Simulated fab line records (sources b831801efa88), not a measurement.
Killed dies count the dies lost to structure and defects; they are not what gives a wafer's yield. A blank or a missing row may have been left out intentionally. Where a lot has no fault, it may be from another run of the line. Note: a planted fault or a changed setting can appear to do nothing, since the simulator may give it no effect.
A lot that was struck, set against a sound lot    flow sfq_line    15 out of 325 route steps
Sound: these wafers, L142.1, L142.4, L142.6. Struck: wafer L141.5; the same lot's L141.3 was not struck, so it is left out; see the end for the cause.
At each step with rows: each side's tool, then ch and its chambers, then its first start. Under that, the readings that differ: sound wafers    struck wafers    difference of the means    sigmas: that difference in standard deviations of wafers without a fault.
alike: readings with means less than 2 such deviations apart, plus words and numbers identical on both sides. not compared: withheld readings, readings lacking a value on some wafer, bounds such as >300 that could conceal the same value, and numbers that have no deviation in the record and whose values overlap.
The two part at a step that has a row with sigmas, a row that says differs or no value, or rows on one side only. Numbers that don't overlap but have no deviation are shown without sigmas and don't part them. Lack of a reading on every wafer of one side parts them only where that side has two or more wafers.

SFQ_TRILAYER_R5_DEP_SPUTTER_132: material Ti, target thk 5 nm, time 5 s.
  struck on pvd_sputter-03, day 62 04:21; sound on pvd_sputter-04, day 62 06:16
reading                sound                       struck    difference  sigmas
base_pressure_pa (Pa)  1.34e-06 1.26e-06 1.32e-06  1.59e-06  +2.83e-07   +4
  alike: chamber_pressure_pa, throttle_valve_pct
SFQ_TRILAYER_R5_DEP_SPUTTER_133: material MoNx, target thk 40 nm, time 66.7 s.
  struck on pvd_sputter-03, day 62 04:22; sound on pvd_sputter-04, day 62 06:16
  alike: base_pressure_pa, chamber_pressure_pa, throttle_valve_pct
SFQ_TRILAYER_R5_DEP_SPUTTER_134: material Ti, target thk 5 nm, time 5 s.
  struck on pvd_sputter-03, day 62 04:25; sound on pvd_sputter-04, day 62 06:20
  alike: base_pressure_pa, chamber_pressure_pa, throttle_valve_pct
SFQ_R5_RS_MEAS_933: measurement is done with a four-point probe.
  struck on film_metro-01, day 62 04:29; sound on film_metro-02, day 62 06:21
  alike: R5_MONX_RS
SFQ_R5_THK_MEAS_934: measures by xrf.
  struck on film_metro-01, day 62 04:35; sound on film_metro-02, day 62 06:28
  alike: R5_MONX_THK
then, 6 steps without rows for these wafers: SFQ_TRILAYER_R5_LITHO_COAT_141 (resist thk 62 nm); SFQ_TRILAYER_R5_LITHO_COAT_136 (resist thk 600 nm); SFQ_TRILAYER_R5_LITHO_SOFTBAKE_140; SFQ_TRILAYER_R5_LITHO_EXPOSE_137 (exposes mask R5, target cd 500 nm); SFQ_TRILAYER_R5_LITHO_PEB_139 (peb time 60 s); SFQ_TRILAYER_R5_LITHO_DEVELOP_138 (time 60 s).
SFQ_R5_OVL_MEAS_935:
  struck on overlay-02, day 62 06:59; sound on overlay-01, day 62 08:47
reading      sound     struck  difference  sigmas
R5_OVL (nm)  -14 1 -2  9       +14         +3
SFQ_TRILAYER_R5_BARC_OPEN_METAL_ETCH_177: etches BARC in O2, target depth 125 nm, time 41.7 s.
  sound on rie_metal-02 ch 0,1, day 62 08:49; struck on rie_metal-03 ch 1, day 62 07:02
reading                                              sound              struck  difference  sigmas
oes_product_au (a.u.)                                0.685 0.687 0.677  0.654   -0.029      -6
run_length_s (s)                                     70.6 70.2 69.9     76.3    +6.1        +19
model.KrF_of_TRILAYER_R5_LITHO_COAT_136.thk_nm (nm)  524.2 522.7 521.5  511.7   -11.1       
  alike: drypump_motor_current_A
  not compared: rf_hours_counter_h
SFQ_TRILAYER_R5_ETCH_METAL_ETCH_139: etches the open film in Cl2, stops on SiO2, target depth 60 nm, time 40 s.
  sound on rie_metal-02 ch 0,1, day 62 08:52; struck on rie_metal-03 ch 1, day 62 07:05
reading                                              sound              struck  difference  sigmas
model.KrF_of_TRILAYER_R5_LITHO_COAT_136.thk_nm (nm)  499.4 498.2 497.2  487.7   -10.6       
  alike: drypump_motor_current_A, oes_product_au, run_length_s
  not compared: rf_hours_counter_h
SFQ_TRILAYER_R5_STRIP_STRIP_140: strips in O2.
  sound on rie_metal-02 ch 0,1, day 62 08:56; struck on rie_metal-03 ch 1, day 62 07:20
  alike: drypump_motor_current_A, oes_product_au
  not compared: rf_hours_counter_h

WHERE THEY PART
At SFQ_TRILAYER_R5_DEP_SPUTTER_132 first; at SFQ_TRILAYER_R5_BARC_OPEN_METAL_ETCH_177 last (within this record only). Later steps at which nothing parts them and some readings are alike: SFQ_TRILAYER_R5_ETCH_METAL_ETCH_139, SFQ_TRILAYER_R5_STRIP_STRIP_140.

WHY: what the simulator had put in
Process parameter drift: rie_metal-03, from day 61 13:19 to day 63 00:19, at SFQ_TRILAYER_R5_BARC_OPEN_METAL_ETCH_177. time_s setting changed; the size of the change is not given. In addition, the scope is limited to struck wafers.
